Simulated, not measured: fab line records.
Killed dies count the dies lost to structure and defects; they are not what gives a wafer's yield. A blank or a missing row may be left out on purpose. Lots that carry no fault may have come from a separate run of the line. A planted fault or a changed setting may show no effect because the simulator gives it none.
A lot that was struck, set against a sound lot :: flow sky130 :: 15 steps out of a route of 708
Sound: these wafers, L287.3, L287.4, L287.5. The struck wafers were L276.2, L276.5, L276.6. The cause is given at the end.
Order at every step that has rows: each side's tool, ch and its chambers, its first start. Under that, the readings that differ: sound wafers :: struck wafers :: difference of the means :: sigmas: that difference in standard deviations of wafers without a fault.
alike: words and numbers the same on both sides, and readings whose means are apart by under 2 such deviations; not compared: readings that were withheld, readings missing a value for some wafer, numbers with overlapping values and no deviation given by the record, and bounds like >300 which may hide the same value.
Wherever a step has rows on one side only, a row that says differs or no value, or a row with sigmas, the two part there. When numbers do not overlap yet have no deviation, they are printed without sigmas and do not part them. Lack of a reading on every wafer of one side parts them only where that side has two or more wafers.

first, 8 steps without rows for these wafers: SKY_CONTACT_DEHYDRATE_06 (time 60 s); SKY_CONTACT_HMDS_07 (prime time 60 s); SKY_CONTACT_COAT_08 (resist thk 60 nm); SKY_CONTACT_COAT_09 (resist thk 450 nm); SKY_CONTACT_SOFTBAKE_10 (time 90 s); SKY_CONTACT_EXPOSE_11 (exposes mask CTM1, target cd 170 nm); SKY_CONTACT_PEB_12; SKY_CONTACT_DEVELOP_13 (develop time 60 s).
SKY_CONTACT_CD_MEAS_14: the cd target is 170 nm.
  sound on cdSem-01 at day 37 13:55; struck on cdSem-01 at day 33 20:26
  alike: cdNm
SKY_CONTACT_OVL_MEAS_15:
  sound on overlay-02 at day 37 14:00; struck on overlay-02 at day 33 20:32
reading: CONTACT_OVL (nm)
sound: -4 -4 -5
struck: 4 11 5
difference: +11
sigmas: +2
SKY_CONTACT_ETCH_16: etches BARC in N2/H2, stops on SiO2, time 45.9 s, target depth 60 nm.
  sound on rieDiel-02 ch 0,1, day 37 14:02; struck on rieDiel-04 ch 1,3, day 33 20:34
  alike: biasW, chamberPressureMTorr, drypumpMotorCurrentA, oesProductAu, throttleValvePct
  not compared: rfHoursCounterH
SKY_CONTACT_ETCH_17: etches SiO2 in C4F8/O2/Ar, stops on Si3N4, target depth 340 nm.
  sound on rieDiel-02 ch 0,1, day 37 14:04; struck on rieDiel-04 ch 1,3, day 33 20:37
  alike: biasW, chamberPressureMTorr, oesProductAu
SKY_CONTACT_ETCH_18: etches Si3N4 in CHF3/O2, stops on TiN, time 39 s, target depth 75 nm.
  sound on rieDiel-02 ch 0,1, day 37 14:00; struck on rieDiel-04 ch 1,3, day 33 20:00
reading: biasW (W)
sound: 199.6 199.3 200.2
struck: 360.2 359.0 361.1
difference: +160.4
sigmas: +99 or more

reading: model.KrF-thick_of_CONTACT_COAT_09.thkNm (nm)
sound: 238.8 239 238.9
struck: 223.3 222.5 221.7
difference: -16.4
sigmas: 
  alike: chamberPressureMTorr, drypumpMotorCurrentA, oesProductAu, throttleValvePct
  not compared: rfHoursCounterH, model.TiN_of_LOCAL_INTERCONNECT_SPUTTER_00.thkNm
SKY_CONTACT_STRIP_19: strips in O2/N2.
  sound on plasmaAsher-04 ch 0,1, day 37 14:11; struck on plasmaAsher-02 ch 0,1, day 33 20:43
reading: stripTimeToEndpointS (s)
sound: 3.617 3.637 3.638
struck: 3.442 3.443 3.424
difference: -0.194
sigmas: -9
  alike: chamberPressureMTorr, drypumpMotorCurrentA, oesProductAu
  not compared: rfHoursCounterH
then, 1 step without rows for these wafers: SKY_CONTACT_STRIP_20 (strips in post etch residue remover, time 1200 s).

## WHERE THEY PART
First at SKY_CONTACT_OVL_MEAS_15; last, within this record, at SKY_CONTACT_STRIP_19.

WHY: the cause the simulator had injected
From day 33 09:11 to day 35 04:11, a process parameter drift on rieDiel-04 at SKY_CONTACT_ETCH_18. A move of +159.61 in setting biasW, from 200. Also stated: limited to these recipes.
